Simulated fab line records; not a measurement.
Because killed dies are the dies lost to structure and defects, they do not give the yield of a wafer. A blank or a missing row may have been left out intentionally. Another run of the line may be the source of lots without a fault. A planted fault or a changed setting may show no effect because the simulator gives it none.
Problem report in the 8D (eight disciplines) form, filled by code | flow sky130 | the parts of the form that need people (team, actions taken, sign-off) are left out

## 1. THE PROBLEM
SKY_POLY_GATE_STRIP_18, stripTimeToEndpointS: mean 2.49 s over 1 wafer from 1 lot; wafers with no fault: 3.18 s, standard deviation 0.035. Relative to the usual mean, that is a shift of -20 standard deviations.
The step: strips in O2/N2.
The first sign was on wafer L733.1 at day 18 19:15, on plasmaAsher-04. The record holds 33 wafers of 11 lots with a number at this step. By rule, "out" or "out of limits" means more than 4 standard deviations away from the usual mean. All remaining wafers that have a number are taken as sound.

## 2. WHAT IT IS, AND WHAT IT ISN'T
question                    | is                                 | is not
which readings at this step | stripTimeToEndpointS, oesProductAu | drypumpMotorCurrentA, o2FlowSccm
which lots                  | L733                               | L739, L740, L742, L743, L744, L745, L746, L747, L748, L749
which wafers of those lots  | L733.1                             | L733.2, L733.4
read on which tools         | plasmaAsher-04                     | plasmaAsher-01, plasmaAsher-02
when                        | from day 18 19:15                  | up to then (2 sound wafers); but 30 sound wafers of L739, L740, L742, L743, L744, L745, L746, L747, L748, L749 came after

## 3. THE SUSPECTS, EACH WITH WHAT RULES IT OUT
Counting: a tool at a process step up to the reading stays a suspect if it ran every lot that is out. Sound lots after the first of them don't rule it out here, since some wafers of a struck lot are sound.
- plasmaAsher-01 at SKY_SONOS_ONO_STRIP_17 (strips in O2/N2): kept. It ran the lot that is out, L733 (day 14 11:38).
- rieSi-01 at SKY_POLY_GATE_ETCH_17 (etches poly-Si in HBr/Cl2, stops on SiO2, target depth 180 nm, time 70.5 s): kept. It ran the lot that is out, L733 (day 18 19:11).
- plasmaAsher-04 at SKY_POLY_GATE_STRIP_18 (strips in O2/N2): kept. It ran the lot that is out, L733 (day 18 19:15). Out on those wafers are its own readings of oesProductAu, stripTimeToEndpointS.
- At SKY_POLY_GATE_ETCH_17, inside rieSi-01: chamber 2 took the wafers that are out, while their sound lot-mates went through chambers 1, 3.
- Within plasmaAsher-04 at SKY_POLY_GATE_STRIP_18, the wafers that are out were processed in chamber 1 and their sound lot-mates in chamber 0.
plasmaAsher-01 at SKY_SONOS_ONO_STRIP_17, rieSi-01 at SKY_POLY_GATE_ETCH_17 and plasmaAsher-04 at SKY_POLY_GATE_STRIP_18 are what is left after counting.

## 4. THE CAUSE (what the simulator had put in)
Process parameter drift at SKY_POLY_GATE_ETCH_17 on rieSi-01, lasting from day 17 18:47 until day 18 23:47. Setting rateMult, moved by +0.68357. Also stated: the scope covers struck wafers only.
This tool is one of the 3 suspects left after counting.

## 5. SEQUENCE OF EFFECTS, ordered by route
Each row: a reading whose mean over the struck wafers that have a number lies more than 3 standard deviations from the usual. Only readings whose record carries a usual standard deviation are examined. hours: median over the lots of the time between each lot's start at the first step of this table that gives one and its start at this step. sigmas: the change, counted in usual standard deviations.
hours | step                   | reading              | usual      | on struck wafers | change | sigmas
0     | SKY_POLY_GATE_STRIP_18 | oesProductAu         | 0.361 a.u. | 0.336            | -0.025 | -4.7
0     | SKY_POLY_GATE_STRIP_18 | stripTimeToEndpointS | 3.18 s     | 2.49             | -0.69  | -20
It contains these process steps:
- SKY_POLY_GATE_STRIP_18: strips in O2/N2.
At these later measuring or inspecting steps, every struck wafer for which the step has a row has a number for every such reading, and none has moved that far: SKY_POLY_GATE_CD_MEAS_22.

## 6. WHAT WOULD HAVE CAUGHT IT SOONER
The fault began at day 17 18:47; the first out-of-limits reading in this record came at day 18 19:15, 24 hours later.
Tool readings at SKY_POLY_GATE_ETCH_17 with a usual standard deviation given in the record: none out on any struck wafer, hence no alarm at a limit of 4 standard deviations on them.
The start of SKY_POLY_GATE_ETCH_17 on rieSi-01 came by day 18 19:15 for every one of the lots that are out (1). Holding the tool at that point would not have protected any of them.
